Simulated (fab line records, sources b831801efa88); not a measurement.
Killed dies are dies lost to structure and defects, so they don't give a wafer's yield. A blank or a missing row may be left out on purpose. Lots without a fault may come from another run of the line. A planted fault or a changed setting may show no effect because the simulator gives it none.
One fault seen from 2 desks | flow gf180mcu | each desk has only its own numbers; what lay behind them comes last

THE METROLOGY DESK
What the gauges read, lot by lot, whatever tool the lot ran on: means of the sampled wafers that have a number. A lot is out of limits, marked OUT, if its mean lies more than 4 standard deviations from the usual mean; the brackets give that distance.
Columns: A = CONTACT_CVD_02_THK at GF_CONTACT_THK_MEAS_03, usual 858 nm; B = V2_CVD_00_THK at GF_V2_THK_MEAS_01, usual 602 nm; C = V2_BOW at GF_V2_BOW_MEAS_05, usual 101 um
lot  | first seen here | A             | B   | C
L176 | day 15 03:30    | 856           | 594 | 100
L177 | day 15 07:24    | 853           | 606 | 96
L178 | day 15 17:19    | 846           | 607 | 102
L179 | day 16 02:47    | 854           | 589 | 96
L180 | day 16 10:28    | 854           | 607 | 104
L182 | day 17 04:01    | 855           | 611 | 109
L185 | day 18 08:13    | 844           | 593 | 104
L186 | day 19 02:10    | 849           | 609 | 98
L191 | day 21 04:39    | 316 (-39) OUT | 604 | 95
L193 | day 21 09:41    | 332 (-38) OUT | 607 | 83
L194 | day 21 13:08    | 848           | 600 | 103
L198 | day 23 00:47    | 851           | 593 | 104
L199 | day 23 10:43    | 854           | 609 | 96
This desk's finding: out of limits on L191, L193; first on L191, day 21 04:39 (CONTACT_CVD_02_THK at GF_CONTACT_THK_MEAS_03). In limits: L176, L177, L178, L179, L180, L182, L185, L186, L194, L198, L199.

THE TOOL OWNER'S DESK: pecvd-02
The tool's own readings at GF_CONTACT_CVD_02 (deposits SiO2 from TEOS, target thk 860 nm, time 95.992 s): means of the sampled wafers that have a number, for each lot that ran on this tool. A lot is out of limits, marked OUT, if its mean lies more than 4 standard deviations from the usual mean; the brackets give that distance.
Columns: A = heater_power_w at GF_CONTACT_CVD_02, usual 653 W
lot  | first seen here | A
L180 | day 16 10:22    | 667
L182 | day 17 03:56    | 681
L185 | day 18 08:08    | 681
L186 | day 19 02:06    | 696
L191 | day 21 04:35    | 683
L193 | day 21 09:37    | 653
This desk's finding: nothing out of limits on any of the 6 lots.

PUT TOGETHER
The metrology desk could have raised an alarm at day 21 04:39, on L191, L193.
The tool owner's desk saw nothing out of limits.
The tool owner's desk has L191, L193 on record, within its limits.
Of the lots named, all ran GF_CONTACT_CVD_02 on pecvd-02.

WHAT THE SIMULATOR HAD PUT IN
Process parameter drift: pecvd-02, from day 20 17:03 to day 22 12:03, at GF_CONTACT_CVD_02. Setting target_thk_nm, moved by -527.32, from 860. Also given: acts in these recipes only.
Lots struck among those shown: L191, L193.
Hours from the fault's start to each desk's first reading out of limits: the metrology desk, 12.
